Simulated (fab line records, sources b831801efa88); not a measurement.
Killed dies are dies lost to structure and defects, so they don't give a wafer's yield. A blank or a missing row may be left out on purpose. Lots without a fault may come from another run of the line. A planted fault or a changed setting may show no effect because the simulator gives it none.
A struck lot beside a sound one | flow sky130 | 15 steps out of a route of 708
Sound: wafers L233.3, L233.5, L233.6. Struck: wafers L249.2, L249.3, L249.6. The cause comes at the end.
At each step with rows: each side's tool, then ch and its chambers, then its first start. Under that, the readings that differ: sound wafers | struck wafers | difference of the means | sigmas: that difference in standard deviations of wafers without a fault.
alike: readings whose means differ by less than 2 such deviations, and words and numbers that are the same on both sides. not compared: withheld readings, readings that some wafer has no value for, bounds like >300 that may hide the same value, and numbers for which the record gives no deviation and whose values overlap.
The two part at a step that has a row with sigmas, a row that says differs or no value, or rows on one side only. Numbers that don't overlap but have no deviation are shown without sigmas and don't part them. A reading that every wafer of one side lacks parts them only if that side has two wafers or more.

SKY_VIA3_CD_MEAS_12: target cd 200 nm.
  sound on cd_sem-02, day 40 18:49; struck on cd_sem-01, day 45 00:35
  alike: cd_nm
SKY_VIA3_OVL_MEAS_13:
  sound on overlay-02, day 40 18:55; struck on overlay-01, day 45 00:42
  alike: VIA3_OVL
SKY_VIA3_ETCH_14: etches BARC in N2/H2, stops on SiO2, time 45.9 s, target depth 60 nm.
  sound on rie_diel-02 ch 0,1, day 40 18:56; struck on rie_diel-04 ch 0,1,3, day 45 00:44
  alike: drypump_motor_current_A, oes_product_au, throttle_valve_pct
  not compared: rf_hours_counter_h
then, 1 step without rows for these wafers: SKY_VIA3_ETCH_15 (etches SiO2 in C4F8/O2/Ar, stops on TiN, target depth 507 nm, time 78 s).
SKY_VIA3_STRIP_16: strips in O2/N2.
  sound on plasma_asher-01 ch 0,1, day 40 19:04; struck on plasma_asher-02 ch 1, day 45 00:50
  alike: drypump_motor_current_A, oes_product_au, strip_time_to_endpoint_s
  not compared: rf_hours_counter_h
then, 3 steps without rows for these wafers: SKY_VIA3_STRIP_17 (strips in post etch residue remover, time 1200 s); SKY_VIA3_CLEAN_18 (cleans in IPA, time 180 s); SKY_VIA3_CLEAN_19 (cleans in O3/DIW).
SKY_VIA3_SPUTTER_20: material TiN, target thk 20 nm, time 80 s.
  sound on pvd_sputter-02, day 40 19:41; struck on pvd_sputter-01, day 45 01:28
  alike: cathode_dc_power_W, throttle_valve_pct
SKY_VIA3_CVD_21: deposits W, target thk 390 nm, time 117.31 s.
  sound on cvd_w-01 ch 0,1, day 40 19:47; struck on cvd_w-01 ch 1, day 45 01:31
  alike: heater_power_w
SKY_VIA3_RS_MEAS_22: measures by four-point-probe.
  sound on film_metro-03, day 40 19:55; struck on film_metro-01, day 45 01:40
  alike: VIA3_W_RS
SKY_VIA3_THK_MEAS_23: measures by xrf.
  sound on film_metro-03, day 40 20:01; struck on film_metro-01, day 45 01:46
  alike: VIA3_W_THK
SKY_VIA3_CMP_24: polishes, stops on SiO2, t overpolish 20 s, target thk 0 nm.
  sound on cmp-01 ch 0,1, day 40 20:06; struck on cmp-01 ch 1,3, day 45 02:05
  reading              | sound                | struck               | difference | sigmas
  overpolish_run_s (s) | 19.995 20.012 19.983 | 21.924 21.909 21.904 | +1.916     | +99 or more
  t_overpolish_s (s)   | 20 20 20             | 21.911 21.911 21.911 | +1.911     |
  alike: motor_current_A, time_to_endpoint_s
SKY_METAL4_SPUTTER_00: material Ti, target thk 15 nm, time 10 s.
  sound on pvd_sputter-03, day 40 20:21; struck on pvd_sputter-04, day 45 02:23
  alike: cathode_dc_power_W, throttle_valve_pct
-- the record jumps here: 5 days lie between the struck wafers' starts before and after (it left off in module METAL4 and takes up again in module PAD_OPEN, whose first step shown is number 708 of the route) --
SKY_PAD_OPEN_PROBE_99:
  sound on prober-01, day 46 16:23; struck on prober-01, day 50 05:32
  alike: defect_limited_yield, killed_at_M0_to_M3, killed_at_M4_up, killed_at_contacts, killed_at_front_end, killed_at_other, killed_dies, killed_open, killed_short, sort_bin_3_pad_short, sort_bin_5_function, sort_bin_6_memory, sort_n_pass, sort_yield_pct

WHERE THEY PART
Only at SKY_VIA3_CMP_24, within this record. Later steps at which nothing parts them and some readings are alike: SKY_METAL4_SPUTTER_00, SKY_PAD_OPEN_PROBE_99.

WHY: what the simulator had put in
Process parameter drift: cmp-01, from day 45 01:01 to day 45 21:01, at SKY_VIA3_CMP_24. Setting t_overpolish_s, moved by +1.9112, from 20. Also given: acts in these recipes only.
